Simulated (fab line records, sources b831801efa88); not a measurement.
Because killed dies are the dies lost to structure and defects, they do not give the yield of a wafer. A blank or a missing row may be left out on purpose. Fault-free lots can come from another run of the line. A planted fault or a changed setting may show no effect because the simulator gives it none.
fab line records	flow sky130
record: lots: 6	wafers: 18	last-day: 50
route steps=708 shown VT_ADJUST_LVTN@116 VT_ADJUST_NCORE@119 VT_ADJUST_HVTR@131 PAD_OPEN@708
lots that met no fault: from a run of the same line without faults
start-h: start of the lot's first displayed wafer, in hours after the record's first day	wait-h: time in hours since the lot's previous step	" the same as in the row above	L1.1+2: a single row standing in for several wafers	- no value, or no start was given	* or withheld: withheld	< > ~ a bound
route shown NAME@n: NAME is a module with steps in the file, n the number in the route of the first one	usual: mean/standard deviation taken from wafers without a fault	same: alike in all rows	chamber/n: place in a boat	sites: the reading at each site	_std_site: the standard deviation of these	_edge_site: the outer-site mean with the inner-site mean subtracted	radius-mm: for every site, how far away it sits from the centre of the wafer	mask NAME#n: copy n	behind: the tool/chamber that last shaped the wafer	hold: cause of the lot's hold/its duration in hours/its outcome	device: transistor that didn't switch, given as n, p or np	end of line: tests of these same wafers at the route's end	step lacking rows: just its recipe	killed: dies that structure and defects cost at the first sort, which is not the same as the wafer's yield	map: a wafer's dies, marking killed ones x, the rest . and places with no die _
set.NAME: the setting as run; set.NAME@STEP: as run at that earlier step	model.NAME: the simulator's own value behind a step, which no gauge read
lots at selected steps of the route; one table per step, one row per wafer
services: from which hour (start-h, from the record's first day; less than 0 if before it) a tool's chamber was out of use, for how many hours, and why
== steps ==
step: SKY_VT_ADJUST_LVTN_IMPLANT_19
recipe: species: B	energy-kev: 30	dose-cm2: 6.5e+11	tilt-deg: withheld
step: SKY_VT_ADJUST_LVTN_STRIP_20
recipe: chemistry: O2/N2	power-w: 1400	pressure-mtorr: 1500	platen-temp-c: withheld	o2-flow-sccm: 3000	n2-flow-sccm: 300	overash-fraction: 0.5
usual: drypump-motor-current-A: 6.1/0.44	oes-product-au: 0.715/0.0046	strip-time-to-endpoint-s: 14.18/0.04
lot.wafer	tool	chamber	start-h	wait-h	drypump-motor-current-A	oes-product-au	rf-hours-counter-h	strip-time-to-endpoint-s
L774.2	plasma-asher-01	1	165.87	0.1	6.4	0.713	48	14.24
L774.4	"	0	"	"	6.7	0.717	-	14.24
L774.5	"	0	"	"	6.7	0.723	-	14.21
L779.2	plasma-asher-02	0	207.06	0.1	6.0	0.713	5	14.15
L779.4	"	1	"	"	5.4	0.707	-	14.15
L779.6	"	0	"	"	6.0	0.716	-	14.16
L785.4	plasma-asher-03	0	236.52	0.1	5.6	0.715	-	14.24
L785.5	"	1	"	"	6.4	0.710	-	14.22
L785.6	"	0	"	"	5.7	0.711	-	14.19
L787.2	plasma-asher-02	1	250.82	0.1	5.4	0.713	9	14.26
L787.5	"	0	"	"	6.0	0.719	-	14.26
L787.6	"	1	"	"	5.4	0.717	-	14.26
L789.3	plasma-asher-01	0	266.90	0.1	6.7	0.721	-	14.14
L789.5	"	1	"	"	6.4	0.723	-	14.16
L789.6	"	0	"	"	6.7	0.724	-	14.22
L797.1	plasma-asher-03	1	319.87	0.1	6.4	0.715	62	14.16
L797.2	"	0	"	"	5.6	0.712	62	14.19
L797.3	"	0	"	"	5.7	0.721	-	14.15
step: SKY_VT_ADJUST_LVTN_TW_MEAS_21
usual: VT_ADJUST_LVTN_2_TW: 189.2/0.92
lot.wafer	tool	chamber	start-h	wait-h	VT_ADJUST_LVTN_2_TW
L774.2	film-metro-03	-	165.98	0.1	187.5
L774.4	"	-	"	"	187.2
L774.5	"	-	"	"	187.7
L779.2	film-metro-03	-	207.17	0.1	187.9
L779.4	"	-	"	"	189.2
L779.6	"	-	"	"	187.8
L785.4	film-metro-02	-	236.62	0.1	191.1
L785.5	"	-	"	"	190.4
L785.6	"	-	"	"	190.1
L787.2	film-metro-04	-	250.93	0.1	190.8
L787.5	"	-	"	"	190.4
L787.6	"	-	"	"	189.7
L789.3	film-metro-03	-	266.99	0.1	188.9
L789.5	"	-	"	"	188.7
L789.6	"	-	"	"	188.3
L797.1	film-metro-03	-	320.09	0.2	189.1
L797.2	"	-	"	"	188.7
L797.3	"	-	"	"	188.8
step: SKY_VT_ADJUST_NCORE_DEHYDRATE_00
recipe: temp-c: 200	time-s: 60
step: SKY_VT_ADJUST_NCORE_HMDS_01
recipe: prime-time-s: 60	prime-temp-c: 120
step: SKY_VT_ADJUST_NCORE_COAT_02
recipe: resist: NOVOLAK	spin-rpm: 3000	resist-thk-nm: 1140
step: SKY_VT_ADJUST_NCORE_SOFTBAKE_03
recipe: temp-c: 90	time-s: 60	resist: NOVOLAK
step: SKY_VT_ADJUST_NCORE_EXPOSE_04
recipe: mask-id: LVTN_COMPLEMENT_THIN	na: 0.6	source-shape: conventional	sigma-outer: 0.6	polarization: unpolarized	target-cd-nm: 380	dose-mj: 139
step: SKY_VT_ADJUST_NCORE_PEB_05
recipe: temp-c: withheld	time-s: *	resist: NOVOLAK
step: SKY_VT_ADJUST_NCORE_DEVELOP_06
recipe: resist: NOVOLAK	developer: TMAH	develop-time-s: 60	dev-temp-c: 23
step: SKY_VT_ADJUST_NCORE_CD_MEAS_07
recipe: target-cd-nm: 380
usual: cd-nm: 379.2/2.8
lot.wafer	tool	chamber	start-h	wait-h	cd-nm
L774.2	cd-sem-01	-	186.78	0.1	380.5
L774.4	"	-	"	"	381.6
L774.5	"	-	"	"	380.2
L779.2	cd-sem-02	-	229.43	0.1	379.7
L779.4	"	-	"	"	379.4
L779.6	"	-	"	"	376.0
L785.4	cd-sem-01	-	260.63	0.1	379.8
L785.5	"	-	"	"	381.9
L785.6	"	-	"	"	382.2
L787.2	cd-sem-01	-	275.14	0.1	379.9
L787.5	"	-	"	"	378.6
L787.6	"	-	"	"	379.1
L789.3	cd-sem-02	-	291.60	0.1	381.5
L789.5	"	-	"	"	379.8
L789.6	"	-	"	"	381.6
L797.1	cd-sem-02	-	346.57	0.1	376.7
L797.2	"	-	"	"	377.7
L797.3	"	-	"	"	377.7
step: SKY_VT_ADJUST_NCORE_OVL_MEAS_08
usual: VT_ADJUST_NCORE_OVL: 1.1/1.4
lot.wafer	tool	chamber	start-h	wait-h	VT_ADJUST_NCORE_OVL[nm]
L774.2	overlay-01	-	186.89	0.1	0.0
L774.4	"	-	"	"	0.3
L774.5	"	-	"	"	0.2
L779.2	overlay-02	-	229.54	0.1	1.9
L779.4	"	-	"	"	3.7
L779.6	"	-	"	"	3.8
L785.4	overlay-02	-	260.71	0.1	0.4
L785.5	"	-	"	"	-0.5
L785.6	"	-	"	"	-0.9
L787.2	overlay-01	-	275.28	0.1	2.0
L787.5	"	-	"	"	2.7
L787.6	"	-	"	"	1.6
L789.3	overlay-02	-	291.69	0.1	2.0
L789.5	"	-	"	"	1.0
L789.6	"	-	"	"	1.1
L797.1	overlay-02	-	346.69	0.1	1.5
L797.2	"	-	"	"	2.0
L797.3	"	-	"	"	3.3
step: SKY_VT_ADJUST_NCORE_IMPLANT_09
recipe: species: B	energy-kev: 10	dose-cm2: 2.4e+12	tilt-deg: withheld
usual: beam-energy-keV: 10.001/0.0037	dose-ions-cm2: 2.4001e+12/2.8e+09
lot.wafer	tool	chamber	start-h	wait-h	beam-energy-keV	dose-ions-cm2	model.implant.rp-nm	model.implant.drp-nm
L774.2	implanter-01	0	186.94	0.0	10.000	2.3971e+12	32.98	17.11
L774.4	"	0	"	"	9.999	2.3975e+12	32.98	17.11
L774.5	"	0	"	"	10.000	2.3956e+12	32.98	17.11
L779.2	implanter-04	0	229.59	0.0	9.997	2.3987e+12	32.32	17.11
L779.4	"	0	"	"	9.995	2.4022e+12	32.32	17.11
L779.6	"	0	"	"	10.002	2.4032e+12	32.32	17.11
L785.4	implanter-01	0	260.80	0.1	13.588	2.3979e+12	45.54	21.37
L785.5	"	0	"	"	13.587	2.4003e+12	45.54	21.37
L785.6	"	0	"	"	13.586	2.4026e+12	45.54	21.37
L787.2	implanter-01	0	275.33	0.0	13.589	2.3984e+12	44.6	21.37
L787.5	"	0	"	"	13.588	2.4022e+12	44.6	21.37
L787.6	"	0	"	"	13.597	2.3992e+12	44.6	21.37
L789.3	implanter-04	0	291.76	0.1	10.001	2.399e+12	33.4	17.11
L789.5	"	0	"	"	10.002	2.4008e+12	33.4	17.11
L789.6	"	0	"	"	10.002	2.399e+12	33.4	17.11
L797.1	implanter-04	0	346.73	0.0	9.999	2.4035e+12	32.21	17.11
L797.2	"	0	"	"	10.002	2.3953e+12	32.21	17.11
L797.3	"	0	"	"	9.995	2.3979e+12	32.21	17.11
step: SKY_VT_ADJUST_NCORE_STRIP_10
recipe: chemistry: O2/N2	power-w: 1400	pressure-mtorr: 1500	platen-temp-c: withheld	o2-flow-sccm: 3000	n2-flow-sccm: 300	overash-fraction: 0.5
usual: drypump-motor-current-A: 5.9/0.37	oes-product-au: 0.715/0.0044	strip-time-to-endpoint-s: 14.19/0.045
lot.wafer	tool	chamber	start-h	wait-h	drypump-motor-current-A	oes-product-au	rf-hours-counter-h	strip-time-to-endpoint-s
L774.2	plasma-asher-02	0	187.07	0.1	6.0	0.710	2	14.19
L774.4	"	0	"	"	6.0	0.713	-	14.17
L774.5	"	1	"	"	5.4	0.716	-	14.21
L779.2	plasma-asher-04	1	229.72	0.1	5.8	0.717	42	14.22
L779.4	"	1	"	"	5.8	0.712	-	14.15
L779.6	"	0	"	"	6.4	0.723	-	14.23
L785.4	plasma-asher-04	1	260.91	0.1	5.8	0.715	-	14.16
L785.5	"	0	"	"	6.4	0.709	-	14.21
L785.6	"	1	"	"	5.8	0.725	-	14.23
L787.2	plasma-asher-03	1	275.46	0.1	6.4	0.718	58	14.15
L787.5	"	1	"	"	6.4	0.718	-	14.12
L787.6	"	0	"	"	5.6	0.711	-	14.23
L789.3	plasma-asher-04	0	291.90	0.1	6.4	0.720	-	14.20
L789.5	"	0	"	"	6.4	0.715	-	14.21
L789.6	"	1	"	"	5.8	0.716	-	14.24
L797.1	plasma-asher-04	0	346.88	0.1	6.4	0.713	54	14.20
L797.2	"	1	"	"	5.8	0.712	54	14.21
L797.3	"	0	"	"	6.4	0.721	-	14.17
step: SKY_VT_ADJUST_NCORE_TW_MEAS_11
usual: VT_ADJUST_NCORE_TW: 220.1/1.4
lot.wafer	tool	chamber	start-h	wait-h	VT_ADJUST_NCORE_TW
L774.2	film-metro-03	-	187.18	0.1	221.9
L774.4	"	-	"	"	220.5
L774.5	"	-	"	"	220.9
L779.2	film-metro-04	-	229.83	0.1	220.0
L779.4	"	-	"	"	220.1
L779.6	"	-	"	"	220.0
L785.4	film-metro-04	-	261.01	0.1	235.5
L785.5	"	-	"	"	236.7
L785.6	"	-	"	"	236.4
L787.2	film-metro-01	-	275.57	0.1	233.7
L787.5	"	-	"	"	234.7
L787.6	"	-	"	"	233.8
L789.3	film-metro-03	-	291.98	0.1	220.8
L789.5	"	-	"	"	219.2
L789.6	"	-	"	"	220.3
L797.1	film-metro-01	-	346.98	0.1	217.6
L797.2	"	-	"	"	218.0
L797.3	"	-	"	"	217.3
step: SKY_VT_ADJUST_HVTR_DEHYDRATE_00
recipe: temp-c: 200	time-s: 60
step: SKY_PAD_OPEN_PROBE_99
usual: killed_at_M0_to_M3: 44/6.8	killed_at_M4_up: 2.9/1.7	killed-at-contacts: 24/5.2	killed-at-front-end: 15/4	killed-at-other: 0.2/0.44	killed-dies: 86/9.9	killed-open: 47/7.9	killed-short: 39/6.3
same: gross-dies: 492	killed-at-back-side: 0
lot.wafer	tool	chamber	start-h	wait-h	killed_at_M0_to_M3	killed_at_M4_up	killed-at-contacts	killed-at-front-end	killed-at-other	killed-dies	killed-open	killed-short	model.etest.nfet_16v.r-on-ohm-um	model.etest.res-pwell-under-gate.rs-ohm-sq	model.etest.pfet_16v.drive-ua-um	model.etest.pfet-g5v0d10v5.off-log10-a-um	model.etest.pfet-g5v0d10v5.vt-sat-v	model.etest.pfet_16v.vt-v	model.etest.pfet-g5v0d10v5.vt-v	model.etest.pfet-g5v0d10v5.vt-long-v
L774.2	prober-01	-	1082.53	0.1	41	1	18	19	0	79	41	36	1.401e+04	2282	249.2	-12.57	-0.6301	-1.101	-0.8268	-0.9347
L774.4	prober-01	-	1082.63	0.2	45	2	25	22	0	94	52	34	1.405e+04	2301	252.2	-12.5	-0.6291	-1.106	-0.8345	-0.9398
L774.5	prober-01	-	1082.68	0.2	53	3	23	18	0	97	49	48	1.399e+04	2289	244.6	-12.87	-0.6616	-1.108	-0.862	-0.9395
L779.2	prober-02	-	1118.83	0.1	49	2	27	16	1	95	51	44	1.418e+04	2276	244.9	-12.27	-0.6024	-1.104	-0.8029	-0.9304
L779.4	prober-02	-	1118.93	0.2	49	2	29	14	0	94	57	37	1.409e+04	2290	245.4	-12.45	-0.6207	-1.095	-0.8194	-0.9249
L779.6	prober-02	-	1119.03	0.2	45	1	31	11	0	88	53	35	1.426e+04	2306	240	-12.39	-0.6253	-1.101	-0.825	-0.928
L785.4	prober-02	-	1143.99	0.2	55	3	33	15	0	106	58	47	1.487e+04	2282	245.4	-11.81	-0.5836	-1.06	-0.811	-0.906
L785.5	prober-02	-	1144.04	0.2	45	4	35	18	0	102	57	45	1.492e+04	2290	239.7	-11.37	-0.5497	-1.054	-0.7817	-0.9015
L785.6	prober-02	-	1144.09	0.2	43	4	29	11	0	87	54	32	1.48e+04	2272	251.6	-11.92	-0.5926	-1.057	-0.8143	-0.8985
L787.2	prober-01	-	1155.51	0.1	50	1	15	13	0	79	44	35	1.471e+04	2276	260.8	-11.52	-0.5483	-1.039	-0.7722	-0.8826
L787.5	prober-01	-	1155.66	0.2	39	2	28	10	0	79	50	29	1.487e+04	2269	251.9	-11.55	-0.553	-1.041	-0.7743	-0.8912
L787.6	prober-01	-	1155.71	0.2	32	4	27	12	1	76	38	37	1.472e+04	2254	255.9	-11.61	-0.5711	-1.037	-0.7899	-0.8853
L789.3	prober-02	-	1167.15	0.2	50	0	24	16	0	90	49	40	1.416e+04	2292	245.8	-12.48	-0.6264	-1.108	-0.8234	-0.9355
L789.5	prober-02	-	1167.25	0.2	43	0	20	16	0	79	45	34	1.408e+04	2295	246.2	-12.53	-0.6231	-1.103	-0.8283	-0.9345
L789.6	prober-02	-	1167.30	0.2	49	2	25	9	0	85	46	39	1.415e+04	2282	244.1	-12.18	-0.5957	-1.103	-0.7913	-0.9317
L797.1	prober-02	-	1202.69	0.1	50	5	27	18	1	101	59	42	1.404e+04	2300	244.8	-12.8	-0.6511	-1.102	-0.8421	-0.935
L797.2	prober-02	-	1202.74	0.1	43	3	20	17	0	83	52	31	1.396e+04	2301	249.5	-12.86	-0.6614	-1.094	-0.8394	-0.9253
L797.3	prober-02	-	1202.79	0.2	43	2	26	17	0	88	56	32	1.393e+04	2312	250.6	-12.91	-0.6666	-1.096	-0.8526	-0.921
killed by level:class
L774.2 VIA1:geometric-particle:open=10 VIA1:geometric-particle:short=7 LI_CONTACT:geometric-particle:open=6 CONTACT:geometric-particle:open=6 VIA3:geometric-particle:open=6 METAL1:geometric-particle:short=5 VIA2:geometric-particle:open=5 FIELD_ISO:geometric-particle:open=4
L774.4 VIA1:geometric-particle:open=14 CONTACT:geometric-particle:open=10 CONTACT:geometric-particle:short=6 VIA1:geometric-particle:short=6 LI_CONTACT:geometric-particle:open=5 METAL2:geometric-particle:open=5 SD_N:coat-microbubble-printed=5 FIELD_ISO:geometric-particle:open=4
L774.5 VIA1:geometric-particle:open=12 METAL1:geometric-particle:short=8 LI_CONTACT:geometric-particle:open=7 METAL2:geometric-particle:short=7 CONTACT:geometric-particle:open=6 VIA3:geometric-particle:open=6 CONTACT:geometric-particle:short=5 FIELD_ISO:geometric-particle:open=4
L779.2 LI_CONTACT:geometric-particle:open=10 METAL2:geometric-particle:short=10 VIA3:geometric-particle:open=8 VIA2:geometric-particle:open=7 VIA1:geometric-particle:open=7 CONTACT:geometric-particle:open=6 FIELD_ISO:geometric-particle:open=5 METAL3:geometric-particle:short=5
L779.4 VIA1:geometric-particle:open=15 FIELD_ISO:geometric-particle:open=8 LI_CONTACT:geometric-particle:open=8 LOCAL_INTERCONNECT:geometric-particle:short=7 CONTACT:geometric-particle:open=7 VIA2:geometric-particle:open=7 FIELD_ISO:geometric-particle:short=5 METAL1:geometric-particle:short=5
L779.6 VIA1:geometric-particle:open=15 CONTACT:geometric-particle:open=13 LI_CONTACT:geometric-particle:open=7 LOCAL_INTERCONNECT:geometric-particle:short=6 METAL2:geometric-particle:short=6 VIA1:geometric-particle:short=5 VIA3:geometric-particle:open=4 FIELD_ISO:geometric-particle:open=3
L785.4 CONTACT:geometric-particle:open=13 METAL1:geometric-particle:short=10 VIA2:geometric-particle:open=9 VIA3:geometric-particle:open=9 VIA1:geometric-particle:open=8 LI_CONTACT:geometric-particle:open=6 LOCAL_INTERCONNECT:geometric-particle:short=6 METAL2:geometric-particle:short=5
L785.5 CONTACT:geometric-particle:open=14 VIA3:geometric-particle:open=9 VIA2:geometric-particle:open=8 LOCAL_INTERCONNECT:geometric-particle:short=7 METAL2:geometric-particle:short=7 LI_CONTACT:geometric-particle:open=6 METAL1:geometric-particle:short=6 POLY_GATE:geometric-particle:short=5
L785.6 LI_CONTACT:geometric-particle:open=11 CONTACT:geometric-particle:open=9 VIA1:geometric-particle:open=9 VIA3:geometric-particle:open=8 VIA2:geometric-particle:open=7 POLY_GATE:geometric-particle:open=4 METAL1:geometric-particle:short=4 VIA1:geometric-particle:short=4
L787.2 METAL1:geometric-particle:short=12 VIA1:geometric-particle:open=11 CONTACT:geometric-particle:open=7 VIA3:geometric-particle:open=5 VIA2:geometric-particle:open=5 LI_CONTACT:geometric-particle:open=5 VIA3:geometric-particle:short=5 VIA1:geometric-particle:short=4
L787.5 CONTACT:geometric-particle:open=12 VIA1:geometric-particle:open=10 LI_CONTACT:geometric-particle:open=8 METAL1:geometric-particle:short=8 VIA2:geometric-particle:open=7 CONTACT:geometric-particle:short=6 VIA3:geometric-particle:open=4 VIA1:geometric-particle:short=3
L787.6 CONTACT:geometric-particle:open=12 CONTACT:geometric-particle:short=7 VIA1:geometric-particle:open=6 FIELD_ISO:geometric-particle:short=5 METAL1:geometric-particle:short=5 VIA3:geometric-particle:open=5 FIELD_ISO:geometric-particle:open=4 LI_CONTACT:geometric-particle:open=3
L789.3 VIA1:geometric-particle:open=13 LI_CONTACT:geometric-particle:open=10 CONTACT:geometric-particle:open=7 METAL1:geometric-particle:short=7 METAL2:geometric-particle:short=6 VIA2:geometric-particle:short=5 VIA2:geometric-particle:open=5 POLY_GATE:geometric-particle:open=4
L789.5 POLY_GATE:geometric-particle:open=7 VIA1:geometric-particle:open=7 METAL1:geometric-particle:short=6 VIA2:geometric-particle:open=6 VIA1:geometric-particle:short=5 LOCAL_INTERCONNECT:geometric-particle:open=4 VIA3:geometric-particle:open=4 CONTACT:geometric-particle:open=4
L789.6 CONTACT:geometric-particle:open=11 VIA1:geometric-particle:open=9 METAL1:geometric-particle:short=7 VIA2:geometric-particle:short=7 POLY_GATE:geometric-particle:open=6 METAL2:geometric-particle:short=6 LI_CONTACT:geometric-particle:open=5 VIA3:geometric-particle:open=5
L797.1 VIA1:geometric-particle:open=14 CONTACT:geometric-particle:open=11 LI_CONTACT:geometric-particle:open=8 FIELD_ISO:geometric-particle:open=6 VIA3:geometric-particle:open=6 VIA3:geometric-particle:short=5 VIA1:geometric-particle:short=5 VIA2:geometric-particle:open=5
L797.2 VIA1:geometric-particle:open=11 CONTACT:geometric-particle:open=7 VIA1:geometric-particle:short=7 METAL1:geometric-particle:open=6 VIA2:geometric-particle:open=6 FIELD_ISO:geometric-particle:open=4 LI_CONTACT:geometric-particle:open=4 CONTACT:geometric-particle:short=4
L797.3 VIA1:geometric-particle:open=11 CONTACT:geometric-particle:open=9 VIA3:geometric-particle:open=8 POLY_GATE:geometric-particle:open=7 LOCAL_INTERCONNECT:geometric-particle:short=7 LI_CONTACT:geometric-particle:open=5 METAL1:geometric-particle:short=5 VIA2:geometric-particle:open=4
== services ==
tool	chamber	start-h	hours	kind
implanter-04	-	144.23	2.4	repair
plasma-asher-04	-	151.43	0.7	repair
implanter-01	-	174.64	0.7	repair
plasma-asher-01	-	205.14	2.2	repair
implanter-01	-	205.65	5.2	pm
implanter-01	-	219.23	9.8	pm
implanter-04	-	300.17	2.1	repair
plasma-asher-02	-	310.34	15.1	repair
== key ==
first-sign: step: SKY_VT_ADJUST_NCORE_IMPLANT_09	reading: beam-energy-keV	direction: up	sigmas: 99+	usual: *	struck: *
effect: step: SKY_VT_ADJUST_NCORE_TW_MEAS_11	reading: VT_ADJUST_NCORE_TW	direction: up	sigmas: 11	usual: 220.1	struck: 235.1
model-effect: step: SKY_VT_ADJUST_NCORE_IMPLANT_09	value: implant.rp-nm	without: 33.28	struck: 45.07
model-effect: step: SKY_PAD_OPEN_PROBE_99	value: etest.nfet_16v.r-on-ohm-um	without: 1.42e+04	struck: 1.482e+04
met-at SKY_VT_ADJUST_NCORE_IMPLANT_09
struck-wafers L785.4,L785.5,L785.6,L787.2,L787.5,L787.6
tester-left-out L785,L787
onset-between 186.94 260.80
fault: kind: process-parameter-drift	tool: implanter-01	chamber: -	onset-h: 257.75	steps: SKY_VT_ADJUST_NCORE_IMPLANT_09	channel: energy-kev	offset: *	shape: step	end-h: 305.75	acts-in: *	stated: *
tester-left-out: of these lots the tester's yield and bins aren't shown, on N5 and GAA mostly nor the transistor test; their killed dies are dies lost to structure and defects alone, not to doping, threshold or leakage, so they don't give the yield
